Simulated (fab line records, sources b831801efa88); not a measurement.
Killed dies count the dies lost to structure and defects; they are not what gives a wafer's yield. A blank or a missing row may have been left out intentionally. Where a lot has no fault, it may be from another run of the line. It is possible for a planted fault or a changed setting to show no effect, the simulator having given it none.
Matching of chambers / flow gf180mcu / 3 sister chambers for GF_V2_CVD_02 on pecvd-02
The step deposits SiO2 from TEOS, target thk 850 nm, time 94.851 s. 3 wafers are shown with their chamber, then 8 later ones without.

## EACH WAFER AND ITS CHAMBER
wafer=L088.3; chamber=1; heater_power_w (W)=827
wafer=L088.4; chamber=2; heater_power_w (W)=657
wafer=L090.1; chamber=0; heater_power_w (W)=913

## WAFERS MISSING THEIR CHAMBER
wafer=L090.4; heater_power_w (W)=638
wafer=L090.5; heater_power_w (W)=741
wafer=L091.1; heater_power_w (W)=652
wafer=L091.3; heater_power_w (W)=658
wafer=L091.4; heater_power_w (W)=801
wafer=L096.1; heater_power_w (W)=750
wafer=L096.2; heater_power_w (W)=928
wafer=L096.5; heater_power_w (W)=786

## WHICH CHAMBER EACH ONE RAN IN
wafer=L090.4; from the rows above=2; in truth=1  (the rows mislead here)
wafer=L090.5; from the rows above=can't be placed: 2 or 1 or 0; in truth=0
wafer=L091.1; from the rows above=2; in truth=2
wafer=L091.3; from the rows above=2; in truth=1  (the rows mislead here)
wafer=L091.4; from the rows above=can't be placed: 1 or 0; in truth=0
wafer=L096.1; from the rows above=can't be placed: 1 or 2 or 0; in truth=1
wafer=L096.2; from the rows above=can't be placed: 0 or 1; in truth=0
wafer=L096.5; from the rows above=can't be placed: 1 or 0 or 2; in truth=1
Correctly placed: 1 of 8. Not placeable from these rows: 5 (in 5, the candidates include the true chamber). 2 placed wrongly.
How it was worked out, from the rows above alone: a wafer's distance from a chamber is the root of the sum, over the readings, of the square of ((its reading less the chamber's mean) divided by the reading's scatter). If the next closest chamber is less than 2 further off than the closest, the wafer can't be placed; otherwise it belongs to the closest. For every chamber, the mean is computed from those of its wafers that are shown. The scatter: root of mean squared gap, hidden wafer to nearest shown wafer, with one shown wafer a chamber.
